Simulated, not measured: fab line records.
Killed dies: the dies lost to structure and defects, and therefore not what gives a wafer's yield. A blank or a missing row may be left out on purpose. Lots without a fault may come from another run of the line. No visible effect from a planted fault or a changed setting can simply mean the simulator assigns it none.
Which tool is to blame? + flow sky130 + Sampling: 10 lots, 30 wafers, 2 of 708 route steps

== WHAT EACH GAUGE READ, for each wafer ==
SKY_POLY_GATE_THK_MEAS_01.
| lot  | measured     | on            | POLY_GATE_CVD_00_THK (nm)           |
|------|--------------|---------------|-------------------------------------|
| L567 | day 14 09:11 | film-metro-03 | 181.1 181.6 181.2                   |
| L571 | day 15 10:14 | film-metro-03 | 180.2 180.0 180.0                   |
| L575 | day 16 22:36 | film-metro-01 | 156.8 157.2 156.1 156.7 157.2 156.2 |
| L576 | day 17 10:18 | film-metro-01 | 157.8 157.1 156.9 158.0 157.2 157.0 |
| L577 | day 17 17:16 | film-metro-02 | 154.1 154.9 155.5 154.4 154.9 155.4 |
| L584 | day 20 09:23 | film-metro-01 | 178.2 176.8 177.1                   |
| L586 | day 21 05:44 | film-metro-02 | 178.2 178.2 179.9                   |
| L587 | day 21 12:44 | film-metro-02 | 176.7 177.3 176.6                   |
| L588 | day 21 15:35 | film-metro-02 | 178.7 178.5 179.0                   |
| L589 | day 21 20:50 | film-metro-01 | 177.4 180.2 178.6                   |

== EACH LOT AND THE TOOL THAT RAN IT (in order: tool; ch and the chambers of the sampled wafers; start) ==
| lot  | SKY_POLY_GATE_CVD_00        |
|------|-----------------------------|
| L567 | lpcvd-01 ch 0, day 14 07:58 |
| L571 | lpcvd-01 ch 0, day 15 09:02 |
| L575 | lpcvd-01 ch 0, day 16 21:23 |
| L576 | lpcvd-01 ch 1, day 17 08:30 |
| L577 | lpcvd-01 ch 1, day 17 16:04 |
| L584 | lpcvd-01 ch 1, day 20 07:34 |
| L586 | lpcvd-01 ch 0, day 21 03:56 |
| L587 | lpcvd-01 ch 0, day 21 10:56 |
| L588 | lpcvd-01 ch 1, day 21 13:47 |
| L589 | lpcvd-01 ch 0, day 21 19:01 |
- SKY_POLY_GATE_CVD_00: deposits poly-Si, target thk 180 nm, time 720 s.

== THE ANSWER, worked out from the rows above alone ==
Rule: the usual values come from the lots themselves. The widest of any qualifying gaps counts: lots, ordered by their means at a reading, are off when they make up no more than a third of the lots, leave a main group of 4 or more, and stand apart from it by 3 or more times the standard deviation of that group's means. The tables above print the reading to a certain number of digits; a main group whose means all agree to those digits is not used. Also off: a lot with no number at a reading for which 4 or more lots have one. Any other lot the step has rows for is counted as sound.
Off: L575, L576, L577, at SKY_POLY_GATE_THK_MEAS_01 (POLY_GATE_CVD_00_THK). Mean 178.8 nm and standard deviation 1.4 in the main group.
If a tool, at a process step before that reading, ran all the lots that are off and no sound lot after the first of them, it fits. The gauges at SKY_POLY_GATE_THK_MEAS_01 are tried like those tools. Of those tried, none fits.

== WHAT HAD BEEN PUT IN BY THE SIMULATOR ==
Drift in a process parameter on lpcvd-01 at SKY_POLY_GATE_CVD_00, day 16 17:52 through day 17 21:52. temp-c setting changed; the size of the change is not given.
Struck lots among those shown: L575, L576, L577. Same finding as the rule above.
